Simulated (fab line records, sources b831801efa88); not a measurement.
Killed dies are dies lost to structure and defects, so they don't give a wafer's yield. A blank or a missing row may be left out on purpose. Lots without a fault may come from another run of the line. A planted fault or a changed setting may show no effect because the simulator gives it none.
One fault seen from 2 desks | flow gf180mcu | each desk has only its own numbers; what lay behind them comes last

THE METROLOGY DESK
What the gauges read, lot by lot, whatever tool the lot ran on: means of the sampled wafers that have a number. A lot is out of limits, marked OUT, if its mean lies more than 4 standard deviations from the usual mean; the brackets give that distance.
Columns: A = PSD_TW at GF_PSD_TW_MEAS_11, usual 3177; B = PSD_RS at GF_PSD_RS_MEAS_15, usual 108.7 ohm/sq; C = SAB_OVL at GF_SAB_OVL_MEAS_10, usual -0.2 nm
lot  | first seen here | A               | B               | C
L296 | day 14 01:59    | 3172            | 108.4           | 0.3
L297 | day 14 11:43    | 3200            | 109.0           | 0.6
L298 | day 15 01:41    | 3204            | 108.6           | 1.2
L300 | day 15 10:58    | 3192            | 109.1           | 0.6
L301 | day 16 01:56    | 3183            | 108.6           | 1.5
L302 | day 16 08:38    | 3181            | 108.8           | 0.5
L303 | day 17 00:52    | 3174            | 108.5           | -0.6
L305 | day 17 21:47    | 3183            | 109.0           | -1.4
L306 | day 18 16:18    | 3174            | 108.4           | 0.0
L310 | day 20 08:11    | 3365 (+8.5) OUT | 103.6 (-17) OUT | -0.1
L313 | day 20 23:32    | 3306 (+5.9) OUT | 104.0 (-16) OUT | -1.0
This desk's finding: out of limits on L310, L313; first on L310, day 20 08:11 (PSD_TW at GF_PSD_TW_MEAS_11). In limits: L296, L297, L298, L300, L301, L302, L303, L305, L306.

THE TOOL OWNER'S DESK: implanter-03
The tool's own readings at GF_PSD_IMPLANT_09: means of the sampled wafers that have a number, for each lot that ran on this tool. A lot is out of limits, marked OUT, if its mean lies more than 4 standard deviations from the usual mean; the brackets give that distance.
Columns: A = dose_ions_cm2 at GF_PSD_IMPLANT_09, usual 1.4997e+15; B = end_station_pressure_torr at GF_PSD_IMPLANT_09, usual 1.18e-05 Torr; C = faraday_current_uA at GF_PSD_IMPLANT_09, usual 8258; D = tilt_deg at GF_PSD_IMPLANT_09, usual 7.004 degrees
lot  | first seen here | A                            | B        | C               | D
L302 | day 16 08:23    | 1.4979e+15                   | 1.14e-05 | 8365            | 6.990
L303 | day 17 00:37    | 1.4996e+15                   | 1.15e-05 | 8093            | 7.012
L306 | day 18 16:05    | 1.5003e+15                   | 1.23e-05 | 8222            | 7.013
L310 | day 20 07:57    | 1.9600e+15 (+99 or more) OUT | 1.41e-05 | 10591 (+13) OUT | 7.013
L313 | day 20 23:18    | 1.9582e+15 (+99 or more) OUT | 1.35e-05 | 10744 (+14) OUT | 6.986
This desk's finding: out of limits on L310, L313; first on L310, day 20 07:57 (dose_ions_cm2 at GF_PSD_IMPLANT_09). In limits: L302, L303, L306.

PUT TOGETHER
The tool owner's desk could have raised an alarm at day 20 07:57, on L310, L313.
The metrology desk could have raised an alarm at day 20 08:11, on L310, L313.
Of the lots named, all ran GF_PSD_IMPLANT_09 on implanter-03.

WHAT THE SIMULATOR HAD PUT IN
Process parameter drift: implanter-03, from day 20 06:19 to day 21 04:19, at GF_PSD_IMPLANT_09. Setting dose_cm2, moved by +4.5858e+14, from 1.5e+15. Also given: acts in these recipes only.
Lots struck among those shown: L310, L313.
Hours from the fault's start to each desk's first reading out of limits: the tool owner's desk, 2; the metrology desk, 2.
